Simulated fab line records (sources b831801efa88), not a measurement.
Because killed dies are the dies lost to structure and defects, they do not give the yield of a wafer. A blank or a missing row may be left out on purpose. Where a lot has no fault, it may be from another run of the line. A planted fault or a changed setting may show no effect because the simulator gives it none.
Struck lot and sound lot, side by side / flow gf180mcu / 15 steps out of a route of 602
Sound: these wafers, L715.1, L715.3, L715.5. Struck: wafers L708.2, L708.3, L708.5. Last of all comes the cause.
Order at every step that has rows: each side's tool, ch and its chambers, its first start. Under that, the readings that differ: sound wafers / struck wafers / difference of the means / sigmas: that difference in standard deviations of wafers without a fault.
alike: same words and numbers on both sides, and readings whose means sit less than 2 such deviations apart. not compared: any withheld reading, any reading some wafer has no value for, any bound like >300 that may hide the same value, and any number with overlapping values for which the record gives no deviation.
The two part at a step that has a row with sigmas, a row that says differs or no value, or rows on one side only. Non-overlapping numbers with no deviation appear without sigmas and do not part them. A reading missing from all wafers of one side parts the sides only when that side holds two or more wafers.

GF_POLY_GATE_ETCH_13: etches poly-Si in HBr/Cl2, stops on SiO2, target depth 198.5 nm, time 69.6 s.
  sound on rie_si-01 ch 1,2,3, day 14 12:25; struck on rie_si-02 ch 1,3, day 12 08:16
reading=chamber_pressure_mTorr (mTorr); sound=9.982 9.999 9.990; struck=10.006 10.005 10.017; difference=+0.019; sigmas=+2
  alike: drypump_motor_current_A, oes_product_au, throttle_valve_pct
  not compared: rf_hours_counter_h
GF_POLY_GATE_STRIP_14: strips in O2/N2.
  sound on plasma_asher-02 ch 0,1, day 14 12:29; struck on plasma_asher-03 ch 1, day 12 08:20
  alike: chamber_pressure_mTorr, drypump_motor_current_A, heater_power_w, oes_product_au, platen_temp_c
  not compared: rf_hours_counter_h
then, 2 steps without rows for these wafers: GF_POLY_GATE_CLEAN_15 (cleans in SC1/SC2, time 150 s); GF_POLY_GATE_OXIDATION_16 (stabilise 600 s, purge 300 s, target thk 4 nm).
GF_POLY_GATE_THK_MEAS_17:
  sound on film_metro-02 at day 14 16:04; struck on film_metro-03 at day 12 09:44
  alike: POLY_GATE_OXIDATION_THK
GF_POLY_GATE_CD_MEAS_18:
  sound on cd_sem-02 at day 14 16:07; struck on cd_sem-01 at day 12 09:49
  alike: cd_nm
then, 6 steps without rows for these wafers: GF_HV_LDD_DEHYDRATE_00 (time 60 s); GF_HV_LDD_HMDS_01 (prime time 60 s); GF_HV_LDD_COAT_02 (resist thk 1000 nm); GF_HV_LDD_SOFTBAKE_03 (time 60 s); GF_HV_LDD_EXPOSE_04 (exposes mask Nplus LV AREA, target cd 400 nm); GF_HV_LDD_PEB_05.
GF_HV_LDD_DEVELOP_06: develop time 60 s.
  sound on litho_track-04 ch 0, day 15 13:05; struck on litho_track-02 ch 0, day 13 06:07
GF_HV_LDD_CD_MEAS_07: target cd 400 nm.
  sound on cd_sem-02 at day 15 13:14; struck on cd_sem-02 at day 13 06:32
reading=cd_nm (nm); sound=396.6 396.2 397.9; struck=265.8 264.6 267.8; difference=-130.8; sigmas=-50
  not compared: hold
GF_PASSIVATION_PROBE_99:
  the record has rows for the sound wafers here (prober-02, day 34 04:34) and none for the struck ones

== WHERE THEY PART ==
At GF_POLY_GATE_ETCH_13 first; at GF_PASSIVATION_PROBE_99 last (within this record only).

WHY: the cause the simulator had injected
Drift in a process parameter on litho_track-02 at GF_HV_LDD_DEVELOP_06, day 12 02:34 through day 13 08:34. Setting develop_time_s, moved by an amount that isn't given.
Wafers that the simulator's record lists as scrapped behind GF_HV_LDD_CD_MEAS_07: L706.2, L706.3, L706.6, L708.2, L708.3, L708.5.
